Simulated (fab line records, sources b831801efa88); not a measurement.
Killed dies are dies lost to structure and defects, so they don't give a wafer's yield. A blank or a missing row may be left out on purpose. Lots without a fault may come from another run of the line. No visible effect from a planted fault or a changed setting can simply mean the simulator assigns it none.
fab line records | flow sky130
record: lots: 6 wafers: 18 last_day: 50
route steps=708 shown NWELL@79 PWDE@84 VT_ADJUST_HVTP@85 PAD_OPEN@708
lots that met no fault: taken from a fault-free run of the same line
start_h: hours from the record's first day to the start of the lot's first wafer shown | wait_h: hours from the lot's prior step to this one | " identical to the entry in the row above | L1.1+2: a row that stands for several wafers | - no value present, or no start provided | * or withheld: withheld | < > ~ a bound
route shown NAME@n: a module of which the file shows steps, and the number in the route of the first | usual: mean and standard deviation over wafers with no fault | same: alike in all rows | chamber/n: place in a boat | sites: each site's reading | _std_site: the values' standard deviation | _edge_site: mean of outer sites minus mean of inner sites | radius_mm: how far each site lies from the wafer's centre | mask NAME#n: copy n | behind: the last tool/chamber to shape the wafer | hold: why the lot went on hold/how many hours it stayed there/how the hold came to an end | device: the n, p or np transistor that did not switch | end of line: tests of these same wafers at the route's end | for a step that has no rows: nothing shown but its recipe | killed: the dies lost at the first sort to structure and to defects; this is not the yield of the wafer | map: shows each die of a wafer: x if killed, . if not, _ if none is there
set.NAME: setting as actually run; set.NAME@STEP: the setting as run at that earlier step | model.NAME: the simulator's own value behind a step, which no gauge read
lots at some steps of the route; a table a step, a row a wafer
services: the hour from which a tool's chamber was out of use, counted from the record's first day as start_h (under 0 if before that day), plus the number of hours and why
== steps ==
step: SKY_NWELL_TW_MEAS_26
usual: NWELL_2_TW: 495.3/2
columns lot.wafer tool chamber start_h wait_h NWELL_2_TW
L985.1 film_metro-03 - 117.97 0.1 494.5
L985.2 " - " " 495.9
L985.3 " - " " 495.5
L993.3 film_metro-03 - 170.09 0.1 499.9
L993.4 " - " " 498.5
L993.5 " - " " 497.9
L997.1 film_metro-03 - 192.12 0.1 497.6
L997.3 " - " " 495.9
L997.6 " - " " 499.3
L100.2 film_metro-02 - 216.88 0.1 495.0
L100.4 " - " " 496.2
L100.6 " - " " 496.7
L101.2 film_metro-04 - 220.57 0.1 492.1
L101.3 " - " " 492.5
L101.5 " - " " 496.1
L104.3 film_metro-04 - 240.64 0.1 493.6
L104.4 " - " " 494.6
L104.6 " - " " 493.6
step: SKY_NWELL_CLEAN_27
recipe: chemistry: SC1/SC2 mix: 1:4:20 temp_c: 70 time_s: 150 dry: n2_spin
step: SKY_NWELL_RTA_28
recipe: temp_c: 1050 time_s: 30 idle_temp_c: 650 ramp_up_c_per_s: 150 ramp_down_c_per_s: 90 ambient: N2
usual: anneal_temp_c_max: 1055.9/2.2 lamp_power_pct: 25.31/0.06 wafer_temp_C_max: 1054.8/0.97
columns lot.wafer tool chamber start_h wait_h anneal_temp_c_max lamp_power_pct wafer_temp_C_max
L985.1 rtp_anneal-02 0 118.09 0.0 1054.4 25.42 1055.5
L985.2 " 0 " " 1053.8 25.27 1054.4
L985.3 " 0 " " 1054.4 25.37 1054.1
L993.3 rtp_anneal-02 0 170.23 0.0 1054.1 25.23 1054.9
L993.4 " 0 " " 1053.8 25.31 1054.5
L993.5 " 0 " " 1053.8 25.29 1054.4
L997.1 rtp_anneal-01 0 192.23 0.0 1057.7 25.31 1053.7
L997.3 " 0 " " 1059.8 25.37 1054.4
L997.6 " 0 " " 1056.9 25.40 1054.3
L100.2 rtp_anneal-01 0 217.00 0.0 1054.8 25.27 1054.9
L100.4 " 0 " " 1056.7 25.34 1054.8
L100.6 " 0 " " 1059.3 25.45 1054.7
L101.2 rtp_anneal-02 0 220.69 0.0 1053.6 25.35 1054.0
L101.3 " 0 " " 1053.0 25.24 1053.8
L101.5 " 0 " " 1056.4 25.31 1055.1
L104.3 rtp_anneal-01 0 240.77 0.0 1060.2 25.27 1054.6
L104.4 " 0 " " 1054.4 25.48 1054.3
L104.6 " 0 " " 1057.6 25.33 1055.8
step: SKY_NWELL_RS_MEAS_29
recipe: thk_meas_gauge: four-point-probe
usual: NWELL_RS: 624.6/1.7
columns lot.wafer tool chamber start_h wait_h NWELL_RS[ohm/sq]
L985.1 film_metro-02 - 118.19 0.1 625.9
L985.2 " - " " 624.9
L985.3 " - " " 625.1
L993.3 film_metro-03 - 170.34 0.1 626.5
L993.4 " - " " 629.3
L993.5 " - " " 628.3
L997.1 film_metro-03 - 192.33 0.1 625.2
L997.3 " - " " 623.5
L997.6 " - " " 623.5
L100.2 film_metro-04 - 217.10 0.1 627.1
L100.4 " - " " 627.8
L100.6 " - " " 626.4
L101.2 film_metro-02 - 220.79 0.1 624.2
L101.3 " - " " 624.3
L101.5 " - " " 626.5
L104.3 film_metro-03 - 240.87 0.1 624.1
L104.4 " - " " 621.6
L104.6 " - " " 620.3
step: SKY_NWELL_RS_MEAS_31
recipe: thk_meas_gauge: four-point-probe
usual: PWDE_RS: 5275/18
columns lot.wafer tool chamber start_h wait_h PWDE_RS[ohm/sq]
L985.1 film_metro-02 - 118.43 0.1 5293
L985.2 " - " " 5289
L985.3 " - " " 5273
L993.3 film_metro-03 - 170.58 0.1 5255
L993.4 " - " " 5270
L993.5 " - " " 5269
L997.1 film_metro-03 - 192.57 0.1 5286
L997.3 " - " " 5300
L997.6 " - " " 5269
L100.2 film_metro-04 - 217.34 0.1 5274
L100.4 " - " " 5282
L100.6 " - " " 5310
L101.2 film_metro-02 - 221.03 0.1 5303
L101.3 " - " " 5293
L101.5 " - " " 5281
L104.3 film_metro-03 - 241.11 0.1 5259
L104.4 " - " " 5266
L104.6 " - " " 5262
step: SKY_VT_ADJUST_HVTP_DEHYDRATE_00
recipe: temp_c: 200 time_s: 60
step: SKY_VT_ADJUST_HVTP_HMDS_01
recipe: prime_time_s: 60 prime_temp_c: 120
step: SKY_VT_ADJUST_HVTP_COAT_02
recipe: resist: NOVOLAK spin_rpm: 3000 resist_thk_nm: 1140
step: SKY_VT_ADJUST_HVTP_SOFTBAKE_03
recipe: temp_c: 90 time_s: 60 resist: NOVOLAK
step: SKY_VT_ADJUST_HVTP_EXPOSE_04
recipe: mask_id: HVTPM na: 0.6 source_shape: conventional sigma_outer: 0.6 polarization: unpolarized target_cd_nm: 380 dose_mj: 140
step: SKY_VT_ADJUST_HVTP_PEB_05
recipe: temp_c: withheld time_s: * resist: NOVOLAK
step: SKY_VT_ADJUST_HVTP_DEVELOP_06
recipe: resist: NOVOLAK developer: TMAH develop_time_s: 60 dev_temp_c: 23.56
columns lot.wafer tool chamber start_h wait_h
L985.1+2+3 litho_track-03 0 136.77 0.1
L993.3+4+5 litho_track-01 0 190.82 0.1
L997.1+3+6 litho_track-01 0 214.52 0.1
L100.2+4+6 litho_track-01 0 239.85 0.1
L101.2+3+5 litho_track-03 0 243.09 0.1
L104.3+4+6 litho_track-03 0 264.72 0.1
step: SKY_VT_ADJUST_HVTP_CD_MEAS_07
recipe: target_cd_nm: 380
usual: cd_nm: 379.8/2.8
columns lot.wafer tool chamber start_h wait_h cd_nm
L985.1 cd_sem-02 - 136.92 0.1 381.3
L985.2 " - " " 381.2
L985.3 " - " " 378.1
L993.3 cd_sem-01 - 190.96 0.1 381.0
L993.4 " - " " 378.6
L993.5 " - " " 382.4
L997.1 cd_sem-01 - 214.67 0.1 -
L997.3 " - " " -
L997.6 " - " " -
L100.2 cd_sem-02 - 239.99 0.1 -
L100.4 " - " " -
L100.6 " - " " -
L101.2 cd_sem-01 - 243.24 0.1 379.3
L101.3 " - " " 375.9
L101.5 " - " " 378.8
L104.3 cd_sem-01 - 264.86 0.1 380.9
L104.4 " - " " 382.3
L104.6 " - " " 382.1
step: SKY_VT_ADJUST_HVTP_OVL_MEAS_08
usual: VT_ADJUST_HVTP_OVL: -0.1/1.5
columns lot.wafer tool chamber start_h wait_h VT_ADJUST_HVTP_OVL[nm]
L985.1 overlay-02 - 137.04 0.1 1.8
L985.2 " - " " 2.5
L985.3 " - " " 2.9
L993.3 overlay-01 - 191.06 0.1 -0.9
L993.4 " - " " -1.1
L993.5 " - " " 0.7
L997.1 overlay-02 - 214.79 0.1 -
L997.3 " - " " -
L997.6 " - " " -
L100.2 overlay-02 - 240.10 0.1 -
L100.4 " - " " -
L100.6 " - " " -
L101.2 overlay-02 - 243.34 0.1 2.7
L101.3 " - " " 1.1
L101.5 " - " " 1.8
L104.3 overlay-01 - 264.95 0.1 -0.5
L104.4 " - " " 0.5
L104.6 " - " " 0.7
step: SKY_VT_ADJUST_HVTP_IMPLANT_09
recipe: species: As energy_kev: 150 dose_cm2: 4.3e+12 tilt_deg: withheld
step: SKY_VT_ADJUST_HVTP_STRIP_10
recipe: chemistry: O2/N2 power_w: 1400 pressure_mtorr: 1500 platen_temp_c: withheld o2_flow_sccm: 3000 n2_flow_sccm: 300 overash_fraction: 0.5
usual: drypump_motor_current_A: 5.49/0.28 o2_flow_sccm: 2999/9.2 oes_product_au: 0.715/0.004 strip_time_to_endpoint_s: 14.18/0.04
columns lot.wafer tool chamber start_h wait_h drypump_motor_current_A o2_flow_sccm oes_product_au rf_hours_counter_h strip_time_to_endpoint_s
L985.1 plasma_asher-01 0 137.22 0.1 5.48 3004 0.721 35 14.16
L985.2 " 1 " " 6.24 3001 0.715 35 14.22
L985.3 " 0 " " 5.43 3001 0.718 - 14.23
L993.3 plasma_asher-02 1 191.26 0.1 5.43 2988 0.713 - 14.20
L993.4 " 0 " " 5.33 3005 0.715 - 14.20
L993.5 " 0 " " 5.31 3006 0.715 - 14.18
L997.1 plasma_asher-01 1 214.98 0.1 6.26 3016 0.713 43 14.19
L997.3 " 0 " " 5.43 2992 0.715 - 14.23
L997.6 " 1 " " 6.23 2995 0.710 - 14.22
L100.2 plasma_asher-01 1 240.28 0.1 6.27 3009 0.712 46 14.20
L100.4 " 1 " " 6.22 3023 0.720 - 14.23
L100.6 " 1 " " 6.22 2999 0.711 - 14.17
L101.2 plasma_asher-01 0 243.52 0.1 5.45 2981 0.717 46 14.21
L101.3 " 0 " " 5.45 3002 0.713 - 14.20
L101.5 " 1 " " 6.25 2997 0.721 - 14.28
L104.3 plasma_asher-02 1 265.16 0.1 5.44 2988 0.715 - 14.13
L104.4 " 0 " " 5.31 3023 0.718 - 14.13
L104.6 " 0 " " 5.29 3015 0.718 - 14.14
step: SKY_VT_ADJUST_HVTP_TW_MEAS_11
usual: VT_ADJUST_HVTP_TW: 1357/9.1
columns lot.wafer tool chamber start_h wait_h hold VT_ADJUST_HVTP_TW
L985.1 film_metro-03 - 137.32 0.1 - 1359
L985.2 " - " " - 1352
L985.3 " - " " - 1355
L993.3 film_metro-01 - 191.35 0.1 - 1365
L993.4 " - " " - 1367
L993.5 " - " " - 1357
L997.1 film_metro-01 - 215.08 0.1 await_dispo/0.2h/release 30
L997.3 " - " " await_dispo/0.2h/release 30
L997.6 " - " " await_dispo/0.2h/release 30
L997.1 film_metro-01 - 215.32 0.2 - 30
L997.3 " - " " - 30
L997.6 " - " " - 30
L100.2 film_metro-04 - 240.39 0.1 await_dispo/0.2h/release 30
L100.4 " - " " await_dispo/0.2h/release 30
L100.6 " - " " await_dispo/0.2h/release 30
L100.2 film_metro-04 - 240.69 0.3 - 30
L100.4 " - " " - 30
L100.6 " - " " - 30
L101.2 film_metro-04 - 243.63 0.1 - 1353
L101.3 " - " " - 1352
L101.5 " - " " - 1352
L104.3 film_metro-04 - 265.24 0.1 - 1355
L104.4 " - " " - 1348
L104.6 " - " " - 1348
step: SKY_PAD_OPEN_PROBE_99
usual: defect_limited_yield: 82.8/1.8 killed_at_M0_to_M3: 43/6.3 killed_at_M4_up: 3.1/1.9 killed_at_contacts: 24/5.1 killed_at_front_end: 14/4.3 killed_at_other: 0.3/0.53 killed_dies: 85/8.8 killed_open: 46/7.1 killed_short: 38/5.9 sort_bin_3_pad_short: 0.8/0.41 sort_bin_5_function: 10.4/1.5 sort_bin_6_memory: 6.1/1.1 sort_n_pass: 407/8.8 sort_yield_pct: 82.8/1.8
same: gross_dies: 492 killed_at_back_side: 0 sort_bin_4_leakage[%]: 0 sort_bin_8_speed[%]: 0
columns lot.wafer tool chamber start_h wait_h defect_limited_yield[%] killed_at_M0_to_M3 killed_at_M4_up killed_at_contacts killed_at_front_end killed_at_other killed_dies killed_open killed_short sort_bin_3_pad_short[%] sort_bin_5_function[%] sort_bin_6_memory[%] sort_n_pass sort_yield_pct[%]
L993.3 prober-02 - 1143.43 0.2 83.7 43 2 12 22 1 80 41 39 1.8 7.9 6.5 412 83.7
L993.4 prober-02 - 1143.48 0.2 84.3 38 7 18 14 0 77 46 31 0.8 9.1 5.7 415 84.3
L993.5 prober-02 - 1143.53 0.2 82.5 40 8 20 17 1 86 46 39 0.8 8.7 7.9 406 82.5
killed by level:class
L993.3 VIA2:geometric_particle:open=8 CONTACT:geometric_particle:open=7 METAL1:geometric_particle:short=7 METAL2:geometric_particle:short=7 FIELD_ISO:geometric_particle:open=6 POLY_GATE:geometric_particle:short=6 VIA1:geometric_particle:open=6 FIELD_ISO:geometric_particle:short=4
L993.4 VIA2:geometric_particle:open=11 VIA1:geometric_particle:open=10 CONTACT:geometric_particle:open=8 METAL4:geometric_particle:short=5 VIA3:geometric_particle:open=5 METAL1:geometric_particle:short=4 METAL2:geometric_particle:short=4 POLY_GATE:geometric_particle:short=3
L993.5 VIA1:geometric_particle:open=13 METAL1:geometric_particle:short=7 VIA2:geometric_particle:open=7 METAL4:geometric_particle:short=7 LI_CONTACT:geometric_particle:open=6 CONTACT:geometric_particle:open=5 VIA1:geometric_particle:short=5 FIELD_ISO:geometric_particle:short=4
== services ==
columns tool chamber start_h hours kind
plasma_asher-01 - 115.77 0.7 repair
plasma_asher-02 - 126.79 0.8 repair
plasma_asher-02 - 155.53 4.3 repair
plasma_asher-01 - 248.62 2.9 repair
rtp_anneal-01 - 261.19 4.5 pm
== key ==
first_sign: step: SKY_VT_ADJUST_HVTP_CD_MEAS_07 reading: cd_nm direction: missing through: control_loop
effect: step: SKY_VT_ADJUST_HVTP_OVL_MEAS_08 reading: VT_ADJUST_HVTP_OVL direction: missing through: control_loop
effect: step: SKY_VT_ADJUST_HVTP_TW_MEAS_11 reading: visit direction: added through: control_loop
effect: step: SKY_VT_ADJUST_HVTP_TW_MEAS_11 reading: VT_ADJUST_HVTP_TW direction: down sigmas: 99+ usual: 1357 struck: 30 through: control_loop
met_at SKY_VT_ADJUST_HVTP_DEVELOP_06
struck_wafers L997.1,L997.3,L997.6,L100.2,L100.4,L100.6
scrapped_behind SKY_VT_ADJUST_HVTP_TW_MEAS_11 L997.1,L997.3,L997.6,L100.2,L100.4,L100.6
loop_trim: step: SKY_VT_ADJUST_HVTP_EXPOSE_04 setting: dose lots: L100
onset_between 190.82 214.52
fault: kind: process_parameter_drift tool: litho_track-01 chamber: - onset_h: 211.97 steps: SKY_VT_ADJUST_HVTP_DEVELOP_06 channel: develop_time_s offset: * shape: step end_h: 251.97 acts_in: * stated: *
loop_trim: a control loop set the setting to another value than it would have without faults
